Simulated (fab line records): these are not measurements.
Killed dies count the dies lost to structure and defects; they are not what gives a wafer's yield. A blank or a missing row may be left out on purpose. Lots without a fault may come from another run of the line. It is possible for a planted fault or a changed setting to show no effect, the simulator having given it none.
Problem report in the 8D (eight disciplines) form, filled by code	flow sfqLine	the parts of the form that need people (team, actions taken, sign-off) are left out

== 1. PROBLEM STATEMENT ==
Mean of oesProductAu at SFQ_TRILAYER_M3_BARC_OPEN_METAL_ETCH_100: 0.727 a.u. across 3 wafers in 2 lots; on wafers with no fault it is 0.685 a.u. (standard deviation 0.0046). Relative to the usual mean, that is a shift of +9.1 standard deviations.
The step: etches BARC in O2, target depth 125 nm, time 41.7 s.
Earliest sighting: wafer L892.4 on rieMetal-01 at day 43 01:10. At this step, 18 wafers from 6 lots have a number in the record. By rule, "out" or "out of limits" means more than 4 standard deviations away from the usual mean. All remaining wafers that have a number are taken as sound.

== 2. WHAT IT IS; WHAT IT IS NOT ==
question	is	is not
which readings at this step	oesProductAu, runLengthS	drypumpMotorCurrentA
which lots	L892, L894	L900, L902, L904, L905
which wafers of those lots	L892.4, L892.5, L894.5	L892.1, L894.1, L894.3
read on which tools	rieMetal-01	rieMetal-03
when	from day 43 01:10	up to then (1 sound wafer); but 14 sound wafers of L894, L900, L902, L904, L905 came after

== 3. WHAT RULES OUT EACH SUSPECT ==
Counting: any tool at a process step up to the reading remains a suspect provided it ran every lot that is out. Sound lots after the first of them don't rule it out here, since some wafers of a struck lot are sound.
- pvdSputter-03 at SFQ_TRILAYER_M3_DEP_SPUTTER_073 (material Nb, target thk 200 nm, time 133.3 s): kept. It ran every lot that is out, first L892 (day 38 05:33).
- rieMetal-01 at SFQ_TRILAYER_M3_BARC_OPEN_METAL_ETCH_100 (etches BARC in O2, target depth 125 nm, time 41.7 s): kept. It ran every lot that is out, first L892 (day 43 01:10). Its own oesProductAu, runLengthS readings are out on those wafers.
The count leaves rieMetal-01 at SFQ_TRILAYER_M3_BARC_OPEN_METAL_ETCH_100 and pvdSputter-03 at SFQ_TRILAYER_M3_DEP_SPUTTER_073.

== 4. THE CAUSE (what the simulator had put in) ==
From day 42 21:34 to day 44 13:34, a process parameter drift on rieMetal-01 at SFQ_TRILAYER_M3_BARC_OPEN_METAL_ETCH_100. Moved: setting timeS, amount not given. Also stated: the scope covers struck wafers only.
2 suspects survive the count, and this tool is in that group.

== 5. THE EFFECT CHAIN, in route order ==
One row per reading whose mean, taken over the struck wafers that have a number, lies over 3 standard deviations from the usual. Only readings for which the record gives a usual standard deviation are gone through. hours: the time from each lot's start at the first step in this table that gives one to its start at this step, as a median over the lots. sigmas: the change in usual standard deviations.
hours	step	reading	usual	on struck wafers	change	sigmas
0	SFQ_TRILAYER_M3_BARC_OPEN_METAL_ETCH_100	oesProductAu	0.685 a.u.	0.727	+0.042	+9.1
0	SFQ_TRILAYER_M3_BARC_OPEN_METAL_ETCH_100	runLengthS	69.7 s	67.1	-2.6	-4.8
Here are the process steps it includes:
- SFQ_TRILAYER_M3_BARC_OPEN_METAL_ETCH_100: etches BARC in O2, target depth 125 nm, time 41.7 s.

== 6. WHAT WOULD HAVE CAUGHT IT SOONER ==
In this record the first reading out of limits was taken at day 43 01:10, 4 hours after the fault began at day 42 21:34.
